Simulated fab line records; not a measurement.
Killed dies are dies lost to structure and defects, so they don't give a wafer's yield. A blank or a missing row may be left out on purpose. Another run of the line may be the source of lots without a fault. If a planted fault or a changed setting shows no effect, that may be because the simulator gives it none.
Which tool is to blame?	flow sfq-line	at 1 step of a route of 325, 15 lots with 44 wafers sampled

## WHAT THE GAUGES SHOWED, per wafer
No reading from a measuring or inspecting step in the record can be judged against a usual standard deviation.

## TOOL THAT RAN EACH LOT (tool first, then ch and the chambers of the sampled wafers, then the start)
lot	SFQ_TRILAYER_M7_ETCH_METAL_ETCH_180
L113	rie-metal-04 ch 0,1, day 65 16:26
L114	rie-metal-04 ch 0,1, day 69 16:12
L116	rie-metal-04 ch 0,1, day 69 20:58
L118	rie-metal-01 ch 0,1, day 70 04:22
L120	rie-metal-01 ch 0,1, day 70 06:41
L121	rie-metal-01 ch 0,1, day 71 06:41
L126	rie-metal-04 ch 0,1, day 76 10:16
L127	rie-metal-03 ch 1, day 76 11:32
L128	rie-metal-01 ch 0,1, day 76 12:40
L129	rie-metal-01 ch 0,1, day 76 15:07
L130	rie-metal-01 ch 0, day 77 15:12
L131	rie-metal-03 ch 0,1, day 77 16:24
L132	rie-metal-04 ch 0,1, day 77 20:00
L135	rie-metal-01 ch 0,1, day 78 12:50
L136	rie-metal-04 ch 0,1, day 78 14:00
- SFQ_TRILAYER_M7_ETCH_METAL_ETCH_180: etches Nb in Cl2/Ar, stops on SiO2, target depth 240 nm, time 120 s.

## AS READ BY THE TOOLS THEMSELVES (means over the sampled wafers that have a number; for cases with no such wafer, the mark the record gives instead)
SFQ_TRILAYER_M7_ETCH_METAL_ETCH_180.
lot	tool	bias-w (W)	drypump-motor-current-A (A)	oes-product-au (a.u.)	run-length-s (s)
L113	rie-metal-04	80.07	5.44	0.891	148.4
L114	rie-metal-04	79.94	5.44	0.894	148.4
L116	rie-metal-04	80.04	5.62	0.904	148.1
L118	rie-metal-01	80.23	5.76	0.907	146.8
L120	rie-metal-01	79.65	5.78	0.901	147.3
L121	rie-metal-01	79.87	5.75	0.915	146.4
L126	rie-metal-04	79.73	5.45	0.906	148.3
L127	rie-metal-03	80.23	6.32	0.889	148.2
L128	rie-metal-01	80.12	5.77	0.894	148.5
L129	rie-metal-01	80.05	5.74	0.896	148.9
L130	rie-metal-01	80.07	5.71	0.883	148.6
L131	rie-metal-03	79.96	6.14	0.897	147.9
L132	rie-metal-04	79.93	5.63	0.903	148.1
L135	rie-metal-01	79.95	5.77	0.896	148.6
L136	rie-metal-04	80.26	5.41	0.892	148.1

## THE ANSWER, worked out from the rows above alone
Rule: what is usual is taken from the lots themselves. The widest of any qualifying gaps counts: lots, ordered by their means at a reading, are off when they make up no more than a third of the lots, leave a main group of 4 or more, and stand apart from it by 3 or more times the standard deviation of that group's means. Not used: any main group whose means are identical at the precision the tables above print for the reading. Also off: a lot with no number at a reading for which 4 or more lots have one. Where the step has rows for the other lots, those lots are counted as sound. Order of review: gauges by route order, followed by the tools' own readings, for which a lot's mean as printed above is used. At the first step where some lot is off, the reading lying furthest off is the one used; lots without a number count as furthest.
None of the lots is off at any reading shown; this tells nothing.

## WHAT HAD BEEN PUT IN BY THE SIMULATOR
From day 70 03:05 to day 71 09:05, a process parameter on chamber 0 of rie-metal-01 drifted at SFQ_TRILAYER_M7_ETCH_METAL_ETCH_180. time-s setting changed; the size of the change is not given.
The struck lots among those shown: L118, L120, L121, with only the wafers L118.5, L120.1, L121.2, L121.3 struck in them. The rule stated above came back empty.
